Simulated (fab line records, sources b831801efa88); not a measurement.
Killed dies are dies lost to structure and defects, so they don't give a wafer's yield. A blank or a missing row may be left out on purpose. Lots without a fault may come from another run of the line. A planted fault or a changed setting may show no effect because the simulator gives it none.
fab line records | flow sky130
record lots=11 wafers=33 last_day=50
route steps=708 shown FIELD_ISO@16 NWELL@77 LDD_N@253 SD_P@330
lots that met no fault: from a run of the same line without faults
start_h: hours from the record's first day to the start of the lot's first wafer shown | wait_h: hours since the lot's step before | " the same as in the row above | L1.1+2: a row that stands for several wafers | - no value, or no start given | * or withheld: withheld | < > ~ a bound
route shown NAME@n: a module of which the file shows steps, and the number in the route of the first | usual: mean/standard deviation of fault-free wafers | same: alike in all rows | chamber/n: place in a boat | sites: the reading at each site | _std_site: their standard deviation | _edge_site: outer sites' mean less inner sites' | radius_mm: how far each site lies from the wafer's centre | mask NAME#n: copy n | behind: the tool/chamber that last shaped the wafer | hold: why the lot was held/for how many hours/how that ended | device: the transistor (n, p or np) that didn't switch | end of line: the same wafers' tests at the end of the route | a step without rows: its recipe alone | killed: dies lost to structure and defects at the first sort, not the wafer's yield | map: a wafer's dies, x killed, . not, _ none there
set.NAME: the setting as run; set.NAME@STEP: as run at that earlier step | model.NAME: the simulator's own value behind a step, which no gauge read
steps of the route over a sample of lots; a table a step, a row a wafer
services: from which hour (start_h, from the record's first day; less than 0 if before it) a tool's chamber was out of use, for how many hours, and why
## steps
# step SKY_FIELD_ISO_ETCH_15
# recipe chemistry=CHF3/O2 target_depth_nm=180 stop_on=Si source_w=600 bias_w=200 pressure_mtorr=40 chf3_flow_sccm=50 O2_flow_sccm=5 time_s=72
# usual chamber_pressure_mTorr=40.00/0.034 chf3_flow_sccm=50.00/0.14 drypump_motor_current_A=5.7/0.61 oes_product_au=0.949/0.0057 throttle_valve_pct=8.846/0.008
# columns lot.wafer tool chamber start_h wait_h chamber_pressure_mTorr chf3_flow_sccm drypump_motor_current_A oes_product_au rf_hours_counter_h throttle_valve_pct
L180.1 rie_diel-04 3 33.14 0.0 39.99 50.01 5.2 0.950 167 8.852
L180.3 " 2 " " 39.97 49.82 5.0 0.958 101 8.866
L180.6 " 1 " " 40.02 49.91 6.3 0.945 - 8.856
L182.1 rie_diel-01 0 44.39 0.0 40.03 50.06 5.0 0.945 151 8.846
L182.4 " 0 " " 40.05 50.04 5.0 0.950 - 8.839
L182.6 " 2 " " 39.98 49.84 5.6 0.949 - 8.856
L183.2 rie_diel-02 0 49.55 0.0 40.03 49.88 6.3 0.957 136 8.841
L183.4 " 1 " " 40.03 50.03 5.6 0.955 85 8.856
L183.6 " 0 " " 39.97 49.81 6.3 0.957 - 8.847
L184.2 rie_diel-01 1 55.50 0.0 40.00 50.15 5.6 0.944 67 8.841
L184.4 " 0 " " 39.98 49.75 5.0 0.948 151 8.833
L184.6 " 3 " " 39.94 49.88 6.0 0.939 - 8.849
L186.3 rie_diel-04 0 67.99 0.0 40.02 49.99 5.0 0.948 37 8.834
L186.5 " 1 " " 40.01 49.84 6.3 0.944 - 8.848
L186.6 " 2 " " 40.00 50.01 5.0 0.936 - 8.829
L190.3 rie_diel-04 1 84.59 0.0 39.99 50.02 6.3 0.956 40 8.838
L190.4 " 2 " " 40.02 50.12 5.0 0.953 101 8.840
L190.5 " 1 " " 40.00 50.08 6.3 0.960 - 8.832
L195.1 rie_diel-04 1 113.19 0.0 40.05 49.87 6.3 0.954 41 8.843
L195.2 " 0 " " 40.02 50.09 5.1 0.963 37 8.851
L195.5 " 2 " " 39.99 49.83 5.0 0.954 - 8.831
L196.1 rie_diel-01 0 120.05 0.0 39.96 49.96 5.0 0.951 153 8.851
L196.5 " 0 " " 40.03 49.72 5.0 0.947 - 8.839
L196.6 " 1 " " 40.05 49.80 5.6 0.951 - 8.849
L198.1 rie_diel-01 3 128.39 0.0 39.98 49.89 5.9 0.953 103 8.846
L198.2 " 1 " " 40.01 49.84 5.6 0.946 68 8.854
L198.6 " 1 " " 39.95 49.90 5.6 0.953 - 8.853
L200.4 rie_diel-02 2 140.14 0.0 39.97 49.89 5.5 0.955 1 8.855
L200.5 " 0 " " 40.05 50.07 6.3 0.961 - 8.848
L200.6 " 3 " " 40.00 50.13 6.8 0.946 - 8.844
L202.4 rie_diel-04 0 148.45 0.0 40.03 50.39 5.0 0.951 38 8.847
L202.5 " 1 " " 40.04 50.04 6.3 0.944 - 8.858
L202.6 " 0 " " 40.03 50.01 5.0 0.957 - 8.848
# step SKY_NWELL_IMPLANT_24
# recipe species=B energy_kev=140 dose_cm2=9.2e+12 tilt_deg=withheld
# usual dose_ions_cm2=9.2e+12/8.9e+09 end_station_pressure_torr=5.04e-06/2.8e-07 faraday_current_uA=52.0/0.95
# columns lot.wafer tool chamber start_h wait_h dose_ions_cm2 end_station_pressure_torr faraday_current_uA
L180.1 implanter-02 0 105.71 0.0 9.213e+12 5.35e-06 53.5
L180.3 " 0 " " 9.213e+12 5.57e-06 50.1
L180.6 " 0 " " 9.199e+12 5.05e-06 50.9
L182.1 implanter-02 0 133.17 0.0 9.192e+12 4.64e-06 51.7
L182.4 " 0 " " 9.205e+12 4.91e-06 51.7
L182.6 " 0 " " 9.201e+12 4.96e-06 51.2
L183.2 implanter-02 0 145.25 0.0 1.0238e+13 5.68e-06 56.7
L183.4 " 0 " " 1.0229e+13 5.17e-06 58.4
L183.6 " 0 " " 1.0219e+13 5.4e-06 57.7
L184.2 implanter-02 0 154.65 0.0 1.0218e+13 5.77e-06 56.2
L184.4 " 0 " " 1.0212e+13 5.1e-06 57.4
L184.6 " 0 " " 1.0234e+13 5.4e-06 58.6
L186.3 implanter-02 0 161.76 0.1 1.0241e+13 5.2e-06 57.5
L186.5 " 0 " " 1.022e+13 4.75e-06 57.7
L186.6 " 0 " " 1.0211e+13 4.83e-06 57.1
L190.3 implanter-03 0 168.47 0.1 9.207e+12 4.93e-06 51.1
L190.4 " 0 " " 9.205e+12 5.19e-06 53.9
L190.5 " 0 " " 9.203e+12 5.05e-06 52.3
L195.1 implanter-03 0 204.42 0.0 9.202e+12 4.78e-06 53.4
L195.2 " 0 " " 9.196e+12 4.9e-06 50.7
L195.5 " 0 " " 9.191e+12 5.06e-06 52.5
L196.1 implanter-03 0 209.52 0.0 9.204e+12 4.71e-06 52.2
L196.5 " 0 " " 9.192e+12 5.04e-06 51.1
L196.6 " 0 " " 9.196e+12 5.18e-06 53.3
L198.1 implanter-03 0 220.91 0.0 9.206e+12 5.19e-06 53.2
L198.2 " 0 " " 9.185e+12 4.39e-06 52.7
L198.6 " 0 " " 9.191e+12 5.46e-06 53.0
L200.4 implanter-02 0 239.70 0.1 9.193e+12 4.55e-06 50.6
L200.5 " 0 " " 9.203e+12 4.76e-06 51.4
L200.6 " 0 " " 9.203e+12 5.07e-06 51.4
L202.4 implanter-04 0 245.25 0.1 9.197e+12 4.82e-06 52.9
L202.5 " 0 " " 9.196e+12 4.56e-06 52.0
L202.6 " 0 " " 9.196e+12 5.37e-06 52.0
# step SKY_NWELL_TW_MEAS_26
# usual NWELL_2_TW=495.2/2.9
# columns lot.wafer tool chamber start_h wait_h NWELL_2_TW
L180.1 film_metro-01 - 105.96 0.1 496.5
L180.3 " - " " 498.1
L180.6 " - " " 500.3
L182.1 film_metro-01 - 133.42 0.1 495.1
L182.4 " - " " 497.4
L182.6 " - " " 498.5
L183.2 film_metro-03 - 145.48 0.1 513.5
L183.4 " - " " 512.5
L183.6 " - " " 514.3
L184.2 film_metro-01 - 154.88 0.1 514.1
L184.4 " - " " 516.1
L184.6 " - " " 511.1
L186.3 film_metro-03 - 161.98 0.1 515.2
L186.5 " - " " 511.7
L186.6 " - " " 514.0
L190.3 film_metro-03 - 168.69 0.1 494.1
L190.4 " - " " 495.1
L190.5 " - " " 493.6
L195.1 film_metro-01 - 204.67 0.1 499.6
L195.2 " - " " 495.9
L195.5 " - " " 498.6
L196.1 film_metro-03 - 209.77 0.1 490.6
L196.5 " - " " 489.5
L196.6 " - " " 491.2
L198.1 film_metro-02 - 221.16 0.1 492.7
L198.2 " - " " 492.3
L198.6 " - " " 492.4
L200.4 film_metro-01 - 239.90 0.1 498.0
L200.5 " - " " 501.1
L200.6 " - " " 497.0
L202.4 film_metro-02 - 245.45 0.1 492.4
L202.5 " - " " 489.6
L202.6 " - " " 490.7
# step SKY_LDD_N_STRIP_16
# recipe chemistry=O2/N2 power_w=1400 pressure_mtorr=1500 platen_temp_c=withheld o2_flow_sccm=3000 n2_flow_sccm=300 overash_fraction=0.5
# usual chamber_pressure_mTorr=1500.0/1.5 drypump_motor_current_A=5.66/0.22 oes_product_au=0.407/0.0043 strip_time_to_endpoint_s=4.309/0.016
# same overash_fraction=0.5
# columns lot.wafer tool chamber start_h wait_h chamber_pressure_mTorr drypump_motor_current_A oes_product_au rf_hours_counter_h strip_time_to_endpoint_s
L180.1 plasma_asher-04 0 418.31 0.1 1500.0 5.70 0.403 28 4.313
L180.3 " 0 " " 1498.9 5.69 0.405 - 4.326
L180.6 " 0 " " 1499.8 5.70 0.404 - 4.317
L182.1 plasma_asher-02 1 448.86 0.1 1499.1 5.71 0.407 71 4.287
L182.4 " 0 " " 1498.5 5.92 0.404 - 4.313
L182.6 " 0 " " 1499.6 5.91 0.414 - 4.302
L183.2 plasma_asher-03 0 477.41 0.1 1500.1 5.41 0.411 4 4.301
L183.4 " 0 " " 1500.8 5.40 0.402 - 4.303
L183.6 " 1 " " 1499.6 5.87 0.410 - 4.314
L184.2 plasma_asher-03 1 486.86 0.1 1500.8 5.85 0.404 6 4.311
L184.4 " 1 " " 1500.7 5.86 0.393 - 4.316
L184.6 " 1 " " 1502.6 5.82 0.403 - 4.305
L186.3 plasma_asher-03 0 501.79 0.1 1501.9 5.37 0.404 - 4.291
L186.5 " 0 " " 1497.5 5.41 0.396 - 4.277
L186.6 " 1 " " 1500.6 5.84 0.406 - 4.306
L190.3 plasma_asher-04 1 512.54 0.1 1500.1 5.28 0.407 - 4.333
L190.4 " 0 " " 1500.3 5.70 0.413 - 4.308
L190.5 " 0 " " 1502.2 5.72 0.408 - 4.309
L195.1 plasma_asher-02 1 553.52 0.1 1497.8 5.71 0.410 82 4.317
L195.2 " 0 " " 1497.8 5.92 0.410 82 4.323
L195.5 " 0 " " 1499.4 5.90 0.411 - 4.306
L196.1 plasma_asher-02 0 560.21 0.1 1500.6 5.92 0.408 83 4.288
L196.5 " 0 " " 1500.0 5.91 0.413 - 4.307
L196.6 " 1 " " 1500.3 5.74 0.400 - 4.329
L198.1 plasma_asher-03 1 572.66 0.1 1498.4 5.87 0.407 14 4.296
L198.2 " 0 " " 1498.1 5.44 0.403 14 4.318
L198.6 " 1 " " 1501.0 5.83 0.414 - 4.306
L200.4 plasma_asher-03 0 599.19 0.1 1500.9 5.41 0.396 - 4.305
L200.5 " 1 " " 1500.9 5.84 0.406 - 4.283
L200.6 " 0 " " 1494.8 5.36 0.405 - 4.309
L202.4 plasma_asher-03 1 603.99 0.1 1500.2 5.84 0.409 - 4.324
L202.5 " 1 " " 1499.0 5.85 0.412 - 4.338
L202.6 " 0 " " 1501.2 5.43 0.416 - 4.323
# step SKY_SD_P_STRIP_10
# recipe chemistry=O2/N2 power_w=1400 pressure_mtorr=1500 platen_temp_c=withheld o2_flow_sccm=3000 n2_flow_sccm=300 overash_fraction=0.5
# usual chamber_pressure_mTorr=1499.9/1.5 drypump_motor_current_A=5.9/0.31 oes_product_au=0.617/0.0049 strip_time_to_endpoint_s=17.49/0.039
# same overash_fraction=0.5
# columns lot.wafer tool chamber start_h wait_h chamber_pressure_mTorr drypump_motor_current_A oes_product_au rf_hours_counter_h strip_time_to_endpoint_s
L180.1 plasma_asher-01 0 603.28 0.1 1497.2 6.3 0.608 76 17.56
L180.3 " 1 " " 1499.3 5.8 0.624 - 17.49
L180.6 " 1 " " 1498.1 5.8 0.619 - 17.57
L182.1 plasma_asher-02 0 632.18 0.1 1499.6 5.9 0.613 90 17.45
L182.4 " 1 " " 1501.2 5.7 0.619 - 17.51
L182.6 " 0 " " 1500.9 5.9 0.615 - 17.51
L183.2 plasma_asher-01 1 657.88 0.1 1498.4 5.8 0.619 81 17.52
L183.4 " 1 " " 1501.6 5.8 0.623 - 17.57
L183.6 " 0 " " 1497.5 6.3 0.624 - 17.52
L184.2 plasma_asher-03 1 666.84 0.1 1501.4 5.8 0.624 23 17.49
L184.4 " 0 " " 1499.1 5.4 0.612 - 17.49
L184.6 " 0 " " 1499.9 5.4 0.617 - 17.47
L186.3 plasma_asher-01 0 681.91 0.1 1501.9 6.3 0.617 - 17.58
L186.5 " 0 " " 1501.0 6.3 0.618 - 17.59
L186.6 " 1 " " 1500.2 5.8 0.628 - 17.55
L190.3 plasma_asher-03 0 690.66 0.1 1500.1 5.4 0.612 - 17.46
L190.4 " 1 " " 1500.8 5.9 0.624 - 17.48
L190.5 " 1 " " 1502.3 5.9 0.620 - 17.48
L195.1 plasma_asher-03 0 731.03 0.1 1499.6 5.4 0.622 29 17.52
L195.2 " 1 " " 1499.6 5.8 0.615 29 17.45
L195.5 " 0 " " 1502.2 5.4 0.608 - 17.50
L196.1 plasma_asher-03 0 737.31 0.1 1503.2 5.4 0.612 30 17.50
L196.5 " 0 " " 1501.3 5.4 0.614 - 17.55
L196.6 " 1 " " 1496.4 5.9 0.612 - 17.48
L198.1 plasma_asher-01 1 745.58 0.1 1501.8 5.8 0.606 90 17.44
L198.2 " 0 " " 1501.4 6.3 0.616 90 17.50
L198.6 " 0 " " 1499.2 6.3 0.618 - 17.45
L200.4 plasma_asher-01 1 772.17 0.1 1501.5 5.8 0.618 - 17.47
L200.5 " 0 " " 1498.3 6.3 0.618 - 17.52
L200.6 " 1 " " 1498.3 5.8 0.618 - 17.54
L202.4 plasma_asher-01 0 775.16 0.1 1497.6 6.3 0.618 - 17.58
L202.5 " 1 " " 1501.7 5.8 0.615 - 17.50
L202.6 " 0 " " 1502.0 6.3 0.615 - 17.50
## services
# columns tool chamber start_h hours kind
implanter-02 - 65.29 3.6 repair
implanter-02 - 68.85 4.1 pm
plasma_asher-03 - 214.92 2.8 pm
plasma_asher-01 - 236.45 2.8 pm
plasma_asher-03 - 244.61 1.2 repair
plasma_asher-01 - 251.44 28.1 pm
plasma_asher-03 - 276.84 5.9 pm
plasma_asher-01 - 305.11 4.3 pm
plasma_asher-01 - 348.79 0.6 repair
implanter-02 - 381.67 0.6 repair
plasma_asher-01 - 394.54 1.0 repair
plasma_asher-03 - 421.25 9.0 pm
implanter-02 - 428.12 1.8 repair
plasma_asher-03 - 491.72 5.3 repair
plasma_asher-01 - 498.76 2.2 repair
plasma_asher-01 - 517.09 3.4 repair
plasma_asher-01 - 519.06 8.1 repair
implanter-02 - 555.19 5.6 pm
implanter-02 - 594.26 4.9 repair
plasma_asher-01 - 610.32 2.5 repair
plasma_asher-01 - 634.12 0.9 repair
plasma_asher-01 - 655.81 1.4 repair
implanter-02 - 681.88 4.3 pm
plasma_asher-03 - 692.89 1.5 repair
## key
first_sign step=SKY_NWELL_IMPLANT_24 reading=dose_ions_cm2 direction=up sigmas=99+ usual=* struck=*
effect step=SKY_NWELL_IMPLANT_24 reading=faraday_current_uA direction=up sigmas=5.8 usual=52.0 struck=57.5
effect step=SKY_NWELL_TW_MEAS_26 reading=NWELL_2_TW direction=up sigmas=6.3 usual=495.2 struck=513.6
met_at SKY_NWELL_IMPLANT_24
struck_lots L183,L184,L186
rows_end L184.2,L184.4,L184.6
tester_left_out L183,L186
not_acting_at SKY_FIELD_ISO_ETCH_15,SKY_LDD_N_STRIP_16,SKY_SD_P_STRIP_10
onset_between 133.17 145.25
fault kind=process_parameter_drift tool=implanter-02 chamber=- onset_h=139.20 steps=SKY_NWELL_IMPLANT_24 channel=dose_cm2 offset=* shape=step end_h=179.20 acts_in=* stated=*
# tester_left_out: of these lots the tester's yield and bins aren't shown, on N5 and GAA mostly nor the transistor test; their killed dies are dies lost to structure and defects alone, not to doping, threshold or leakage, so they don't give the yield
# rows_end: these wafers met a further fault down the route, and their rows from its step on are left out
